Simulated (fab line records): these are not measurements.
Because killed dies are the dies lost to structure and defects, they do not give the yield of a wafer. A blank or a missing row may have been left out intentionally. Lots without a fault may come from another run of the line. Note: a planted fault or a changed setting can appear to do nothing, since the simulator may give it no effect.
Problem report, 8D (eight disciplines) form, completed by code | flow sky130 | the parts of the form that need people (team, actions taken, sign-off) are left out

## 1. WHAT IS WRONG
stripTimeToEndpointS at SKY_LDD_N_STRIP_16 reads a mean of 4.476 s on 6 wafers of 2 lots; wafers without a fault read 4.312 s with a standard deviation of 0.014. That is +12 standard deviations from the usual mean.
The step: strips in O2/N2.
Earliest sighting: wafer L749.1 on plasmaAsher-01 at day 22 05:08. The record holds 36 wafers of 12 lots with a number at this step. Rule for "out", or "out of limits": more than 4 standard deviations from the usual mean. Any other wafer with a number is counted as sound.

## 2. WHAT IT IS, AND WHAT IT ISN'T
question                    | is                             | is not
which readings at this step | stripTimeToEndpointS           | drypumpMotorCurrentA, oesProductAu
which lots                  | L749, L751                     | L738, L740, L741, L742, L744, L755, L756, L757, L760, L761
which wafers of those lots  | all that have a number         | -
read on which tools         | plasmaAsher-01, plasmaAsher-04 | plasmaAsher-02
when                        | from day 22 05:08              | up to then (15 sound wafers); but 15 sound wafers of L755, L756, L757, L760, L761 came after

## 3. SUSPECTS, AND WHAT RULES EACH OUT
Counting: a tool stays on the suspect list if, at a process step up to the reading, it processed all lots that are out and no sound lot following the first of them.
- lithoTrack-04 at SKY_LDD_N_COAT_02 (resist thk 300 nm): kept. All lots that are out passed through it, beginning with L749 at day 21 12:56, and no sound lot followed; its final sound lot before that point was L742 at day 18 09:36.
The count leaves lithoTrack-04 at SKY_LDD_N_COAT_02.

## 4. THE CAUSE (what the simulator had put in)
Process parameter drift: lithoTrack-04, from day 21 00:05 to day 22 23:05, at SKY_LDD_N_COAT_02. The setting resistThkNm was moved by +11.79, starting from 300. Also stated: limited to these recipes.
This tool alone remained once counting was done.

## 5. THE CHAIN OF EFFECTS, in route order
Rows list readings where the struck wafers' mean (over those with a number) sits beyond 3 standard deviations from the usual. Scope: only readings with a usual standard deviation given in the record; hours: median across lots of the time from each lot's start at the first step in this table that gives one to its start at this step; sigmas: change in usual standard deviations.
hours | step               | reading              | usual   | on struck wafers | change | sigmas
0     | SKY_LDD_N_STRIP_16 | stripTimeToEndpointS | 4.312 s | 4.476            | +0.164 | +12
Its process steps:
- SKY_LDD_N_STRIP_16: strips in O2/N2.

## 6. HOW IT WOULD HAVE BEEN CAUGHT EARLIER
29 hours passed between the start of the fault at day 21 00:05 and the first reading out of limits in this record, taken at day 22 05:08.
By day 22 05:08 the whole set of lots that are out, 2 in number, had already begun SKY_LDD_N_COAT_02 on lithoTrack-04. Had the tool been put on hold then, not one of them would have been saved.
